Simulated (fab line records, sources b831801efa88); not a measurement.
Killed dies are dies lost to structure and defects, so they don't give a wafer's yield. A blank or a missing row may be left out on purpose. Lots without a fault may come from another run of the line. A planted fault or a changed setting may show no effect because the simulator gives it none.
Problem report in the 8D (eight disciplines) form, filled by code | flow gf180mcu | the parts of the form that need people (team, actions taken, sign-off) are left out

1. THE PROBLEM
rf_fwd_power_W at GF_M3_METAL_ETCH_16 reads a mean of 667.1 W on 6 wafers of 2 lots; wafers without a fault read 796.5 W with a standard deviation of 2.3. That is -56 standard deviations from the usual mean.
The step: etches the open film in Cl2/BCl3, stops on SiO2, target depth 627.5 nm, time 104.6 s.
First seen on wafer L153.3, day 23 21:15, on rie_metal-03. The record holds 42 wafers of 14 lots with a number at this step. Rule for "out", or "out of limits": more than 4 standard deviations from the usual mean. The other wafers with a number count as sound.

2. WHAT IT IS AND WHAT IT IS NOT
question                    | is                                                 | is not
which readings at this step | rf_fwd_power_W, oes_product_au, throttle_valve_pct | drypump_motor_current_A
which lots                  | L153, L156                                         | L148, L150, L151, L161, L163, L164, L165, L166, L167, L168, L169, L170
which wafers of those lots  | all that have a number                             | -
read on which tools         | rie_metal-03                                       | rie_metal-01, rie_metal-04
when                        | from day 23 21:15                                  | up to then (9 sound wafers); but 27 sound wafers of L161, L163, L164, L165, L166, L167, L168, L169, L170 came after

3. SUSPECTS, AND WHAT RULES EACH OUT
Counting: a tool at a process step up to the reading stays a suspect if it ran every lot that is out and no sound lot after the first of them.
- rie_metal-03 at GF_M3_METAL_ETCH_16 (etches the open film in Cl2/BCl3, stops on SiO2, target depth 627.5 nm, time 104.6 s): ruled out as a lasting fault. Sound lots L164, L165 ran on it after its first lot that is out, L153 (day 23 21:15).
Left after counting: nothing in the record.

4. THE CAUSE (what the simulator had put in)
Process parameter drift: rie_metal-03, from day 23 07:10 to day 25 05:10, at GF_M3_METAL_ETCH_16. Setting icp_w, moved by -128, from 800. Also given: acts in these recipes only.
Counting ruled it out, wrongly.

5. THE CHAIN OF EFFECTS, in route order
Each row: a reading whose mean over the struck wafers that have a number lies more than 3 standard deviations from the usual. Only readings for which the record gives a usual standard deviation are gone through. hours: the time from each lot's start at the first step in this table that gives one to its start at this step, as a median over the lots. sigmas: the change in usual standard deviations.
hours | step                | reading                  | usual      | on struck wafers | change | sigmas
0     | GF_M3_METAL_ETCH_16 | oes_product_au           | 0.975 a.u. | 0.911            | -0.064 | -10
0     | GF_M3_METAL_ETCH_16 | rf_fwd_power_W           | 796.5 W    | 667.1            | -129.4 | -56
0     | GF_M3_METAL_ETCH_16 | throttle_valve_pct       | 28.247 %   | 28.310           | +0.063 | +5.8
0     | GF_M3_STRIP_17      | oes_product_au           | 0.558 a.u. | 0.576            | +0.018 | +3.6
0     | GF_M3_STRIP_17      | strip_time_to_endpoint_s | 7.87 s     | 8.24             | +0.37  | +10
The process steps in it:
- GF_M3_METAL_ETCH_16: etches the open film in Cl2/BCl3, stops on SiO2, target depth 627.5 nm, time 104.6 s.
- GF_M3_STRIP_17: strips in O2/N2.

6. WHAT WOULD HAVE CAUGHT IT SOONER
In this record the first reading out of limits was taken at day 23 21:15, 14 hours after the fault began at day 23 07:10.
